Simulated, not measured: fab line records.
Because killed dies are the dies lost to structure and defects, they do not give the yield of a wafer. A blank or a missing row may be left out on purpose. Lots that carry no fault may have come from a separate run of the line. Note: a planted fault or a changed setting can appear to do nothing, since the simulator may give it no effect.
What tool caused it? / flow sky130 / Sampling: 13 lots, 39 wafers, 4 of 708 route steps

== WHAT EACH GAUGE READ, for each wafer ==
SKY_SONOS_ONO_THK_MEAS_01. Usual: SONOS_ONO_OXIDATION_THK 2.58 nm, standard deviation 0.051.
lot=L252; measured=day 13 00:44; on=filmMetro-01; SONOS_ONO_OXIDATION_THK (nm)=2.63 2.56 2.59; flag=
lot=L253; measured=day 13 05:00; on=filmMetro-03; SONOS_ONO_OXIDATION_THK (nm)=2.58 2.61 2.61; flag=
lot=L254; measured=day 13 18:08; on=filmMetro-01; SONOS_ONO_OXIDATION_THK (nm)=2.60 2.52 2.50; flag=
lot=L255; measured=day 14 03:26; on=filmMetro-02; SONOS_ONO_OXIDATION_THK (nm)=2.56 2.62 2.63; flag=
lot=L256; measured=day 14 06:41; on=filmMetro-02; SONOS_ONO_OXIDATION_THK (nm)=2.54 2.56 2.53; flag=
lot=L257; measured=day 14 08:42; on=filmMetro-03; SONOS_ONO_OXIDATION_THK (nm)=2.58 2.54 2.57; flag=
lot=L259; measured=day 15 03:44; on=filmMetro-03; SONOS_ONO_OXIDATION_THK (nm)=2.56 2.56 2.56; flag=
lot=L261; measured=day 16 02:33; on=filmMetro-03; SONOS_ONO_OXIDATION_THK (nm)=2.56 2.61 2.56; flag=
lot=L262; measured=day 16 07:41; on=filmMetro-03; SONOS_ONO_OXIDATION_THK (nm)=2.51 2.64 2.66; flag=
lot=L267; measured=day 17 20:20; on=filmMetro-01; SONOS_ONO_OXIDATION_THK (nm)=2.58 2.59 2.50; flag=
lot=L268; measured=day 19 03:31; on=filmMetro-02; SONOS_ONO_OXIDATION_THK (nm)=2.56 2.67 2.59; flag=
lot=L270; measured=day 19 07:22; on=filmMetro-03; SONOS_ONO_OXIDATION_THK (nm)=2.66 2.59 2.59; flag=
lot=L269; measured=day 19 13:02; on=filmMetro-03; SONOS_ONO_OXIDATION_THK (nm)=2.52 2.61 2.58; flag=

SKY_CONTACT_THK_MEAS_26: measures by xrf. Usual: CONTACT_W_THK 330 nm, standard deviation 8.2.
lot=L252; measured=day 33 02:04; on=filmMetro-01; CONTACT_W_THK (nm)=318 321 320; flag=
lot=L253; measured=day 33 08:10; on=filmMetro-01; CONTACT_W_THK (nm)=324 327 326; flag=
lot=L254; measured=day 33 16:08; on=filmMetro-01; CONTACT_W_THK (nm)=331 324 323; flag=
lot=L255; measured=day 34 04:07; on=filmMetro-03; CONTACT_W_THK (nm)=338 335 332; flag=
lot=L256; measured=day 34 08:25; on=filmMetro-01; CONTACT_W_THK (nm)=312 322 309; flag=
lot=L257; measured=day 34 10:49; on=filmMetro-01; CONTACT_W_THK (nm)=321 320 319; flag=
lot=L259; measured=day 35 06:22; on=filmMetro-02; CONTACT_W_THK (nm)=341 330 338; flag=
lot=L261; measured=day 36 08:34; on=filmMetro-03; CONTACT_W_THK (nm)=329 343 347; flag=
lot=L262; measured=day 36 13:12; on=filmMetro-02; CONTACT_W_THK (nm)=340 337 339; flag=
lot=L267; measured=day 37 17:59; on=filmMetro-02; CONTACT_W_THK (nm)=334 331 335; flag=
lot=L268; measured=day 38 21:17; on=filmMetro-02; CONTACT_W_THK (nm)=325 325 325; flag=
lot=L270; measured=day 38 22:33; on=filmMetro-01; CONTACT_W_THK (nm)=324 324 324; flag=
lot=L269; measured=day 39 06:34; on=filmMetro-01; CONTACT_W_THK (nm)=326 321 323; flag=

== WHICH TOOL RAN EACH LOT (tool, then ch and the chambers of the sampled wafers, then the start) ==
lot=L252; SKY_DNWELL_STRIP_08=plasmaAsher-01 ch 0,1, day 4 09:23; SKY_LDD_HVN_EXPOSE_04=ilineStepper-01 ch 0, day 21 13:32
lot=L253; SKY_DNWELL_STRIP_08=plasmaAsher-03 ch 0,1, day 4 12:30; SKY_LDD_HVN_EXPOSE_04=ilineStepper-02 ch 0, day 21 20:19
lot=L254; SKY_DNWELL_STRIP_08=plasmaAsher-04 ch 0,1, day 4 19:34; SKY_LDD_HVN_EXPOSE_04=ilineStepper-01 ch 0, day 22 08:19
lot=L255; SKY_DNWELL_STRIP_08=plasmaAsher-03 ch 1, day 5 01:58; SKY_LDD_HVN_EXPOSE_04=ilineStepper-02 ch 0, day 22 20:16
lot=L256; SKY_DNWELL_STRIP_08=plasmaAsher-04 ch 1, day 5 04:05; SKY_LDD_HVN_EXPOSE_04=ilineStepper-01 ch 0, day 22 23:11
lot=L257; SKY_DNWELL_STRIP_08=plasmaAsher-01 ch 0,1, day 5 06:49; SKY_LDD_HVN_EXPOSE_04=ilineStepper-01 ch 0, day 23 02:36
lot=L259; SKY_DNWELL_STRIP_08=plasmaAsher-04 ch 1, day 5 21:17; SKY_LDD_HVN_EXPOSE_04=ilineStepper-01 ch 0, day 23 18:01
lot=L261; SKY_DNWELL_STRIP_08=plasmaAsher-01 ch 0,1, day 6 10:28; SKY_LDD_HVN_EXPOSE_04=ilineStepper-02 ch 0, day 24 23:41
lot=L262; SKY_DNWELL_STRIP_08=plasmaAsher-03 ch 0,1, day 6 14:31; SKY_LDD_HVN_EXPOSE_04=ilineStepper-01 ch 0, day 25 05:26
lot=L267; SKY_DNWELL_STRIP_08=plasmaAsher-04 ch 0,1, day 7 15:50; SKY_LDD_HVN_EXPOSE_04=ilineStepper-02 ch 0, day 26 15:52
lot=L268; SKY_DNWELL_STRIP_08=plasmaAsher-03 ch 0, day 8 12:59; SKY_LDD_HVN_EXPOSE_04=ilineStepper-01 ch 0, day 28 02:04
lot=L270; SKY_DNWELL_STRIP_08=plasmaAsher-03 ch 0,1, day 8 14:28; SKY_LDD_HVN_EXPOSE_04=ilineStepper-01 ch 0, day 28 02:32
lot=L269; SKY_DNWELL_STRIP_08=plasmaAsher-01 ch 0,1, day 8 19:04; SKY_LDD_HVN_EXPOSE_04=ilineStepper-02 ch 0, day 28 11:17
- SKY_DNWELL_STRIP_08: strips in O2/N2.
- SKY_LDD_HVN_EXPOSE_04: exposes mask HVNTM, target cd 700 nm.

== WHAT THE TOOLS THEMSELVES READ (means of the sampled wafers that have a number; where no wafer has one, the mark that the record gives instead) ==
SKY_DNWELL_STRIP_08. Usual: drypumpMotorCurrentA 5.8 A, standard deviation 0.51; oesProductAu 0.722 a.u., standard deviation 0.0045; stripTimeToEndpointS 37.00 s, standard deviation 0.11.
lot=L252; tool=plasmaAsher-01; drypumpMotorCurrentA (A)=5.8; oesProductAu (a.u.)=0.719; stripTimeToEndpointS (s)=37.06; flag=
lot=L253; tool=plasmaAsher-03; drypumpMotorCurrentA (A)=6.2; oesProductAu (a.u.)=0.722; stripTimeToEndpointS (s)=37.05; flag=
lot=L254; tool=plasmaAsher-04; drypumpMotorCurrentA (A)=5.4; oesProductAu (a.u.)=0.716; stripTimeToEndpointS (s)=36.82; flag=
lot=L255; tool=plasmaAsher-03; drypumpMotorCurrentA (A)=6.5; oesProductAu (a.u.)=0.720; stripTimeToEndpointS (s)=37.03; flag=
lot=L256; tool=plasmaAsher-04; drypumpMotorCurrentA (A)=5.1; oesProductAu (a.u.)=0.722; stripTimeToEndpointS (s)=37.11; flag=
lot=L257; tool=plasmaAsher-01; drypumpMotorCurrentA (A)=6.1; oesProductAu (a.u.)=0.724; stripTimeToEndpointS (s)=37.02; flag=
lot=L259; tool=plasmaAsher-04; drypumpMotorCurrentA (A)=5.1; oesProductAu (a.u.)=0.725; stripTimeToEndpointS (s)=36.85; flag=
lot=L261; tool=plasmaAsher-01; drypumpMotorCurrentA (A)=6.1; oesProductAu (a.u.)=0.723; stripTimeToEndpointS (s)=36.96; flag=
lot=L262; tool=plasmaAsher-03; drypumpMotorCurrentA (A)=5.8; oesProductAu (a.u.)=0.723; stripTimeToEndpointS (s)=37.15; flag=
lot=L267; tool=plasmaAsher-04; drypumpMotorCurrentA (A)=5.5; oesProductAu (a.u.)=0.722; stripTimeToEndpointS (s)=37.02; flag=
lot=L268; tool=plasmaAsher-03; drypumpMotorCurrentA (A)=5.5; oesProductAu (a.u.)=0.727; stripTimeToEndpointS (s)=37.20; flag=
lot=L270; tool=plasmaAsher-03; drypumpMotorCurrentA (A)=6.2; oesProductAu (a.u.)=0.724; stripTimeToEndpointS (s)=36.76; flag=
lot=L269; tool=plasmaAsher-01; drypumpMotorCurrentA (A)=5.8; oesProductAu (a.u.)=0.725; stripTimeToEndpointS (s)=37.05; flag=

SKY_LDD_HVN_EXPOSE_04. Usual: exposureDoseMJCm2 127.02, standard deviation 0.14; reticleTempC 23.01 C, standard deviation 0.12.
lot=L252; tool=ilineStepper-01; exposureDoseMJCm2=127.09; reticleTempC (C)=23.25; flag=
lot=L253; tool=ilineStepper-02; exposureDoseMJCm2=127.03; reticleTempC (C)=22.89; flag=
lot=L254; tool=ilineStepper-01; exposureDoseMJCm2=126.88; reticleTempC (C)=23.21; flag=
lot=L255; tool=ilineStepper-02; exposureDoseMJCm2=127.15; reticleTempC (C)=22.83; flag=
lot=L256; tool=ilineStepper-01; exposureDoseMJCm2=127.04; reticleTempC (C)=22.98; flag=
lot=L257; tool=ilineStepper-01; exposureDoseMJCm2=127.03; reticleTempC (C)=23.06; flag=
lot=L259; tool=ilineStepper-01; exposureDoseMJCm2=127.01; reticleTempC (C)=22.93; flag=
lot=L261; tool=ilineStepper-02; exposureDoseMJCm2=126.99; reticleTempC (C)=23.02; flag=
lot=L262; tool=ilineStepper-01; exposureDoseMJCm2=134.15; reticleTempC (C)=23.00; flag=OFF
lot=L267; tool=ilineStepper-02; exposureDoseMJCm2=127.19; reticleTempC (C)=22.96; flag=
lot=L268; tool=ilineStepper-01; exposureDoseMJCm2=134.07; reticleTempC (C)=23.09; flag=OFF
lot=L270; tool=ilineStepper-01; exposureDoseMJCm2=134.07; reticleTempC (C)=23.04; flag=OFF
lot=L269; tool=ilineStepper-02; exposureDoseMJCm2=126.99; reticleTempC (C)=23.01; flag=

== THE ANSWER, worked out from the rows above alone ==
Rule: take the mean of a lot's wafers that have a number; if it is more than 3 standard deviations from the usual mean, the lot is off. A lot without any number at a reading at which 4 lots or more have one is off too. Any other lot the step has rows for is counted as sound. The gauges are gone through in route order, then the tools' own readings, and for those a lot's mean is taken as printed above. At the first step where some lot is off, the reading lying furthest off is the one used; lots without a number count as furthest.
Off: L262, L268, L270 (SKY_LDD_HVN_EXPOSE_04, exposureDoseMJCm2).
A tool fits if, at that step or a process step before it, it ran every lot that is off, and no sound lot after the first of them. Undecided on this evidence; 2 tools fit (plasmaAsher-03 at SKY_DNWELL_STRIP_08, ilineStepper-01 at SKY_LDD_HVN_EXPOSE_04).

== WHAT THE SIMULATOR HAD INSERTED ==
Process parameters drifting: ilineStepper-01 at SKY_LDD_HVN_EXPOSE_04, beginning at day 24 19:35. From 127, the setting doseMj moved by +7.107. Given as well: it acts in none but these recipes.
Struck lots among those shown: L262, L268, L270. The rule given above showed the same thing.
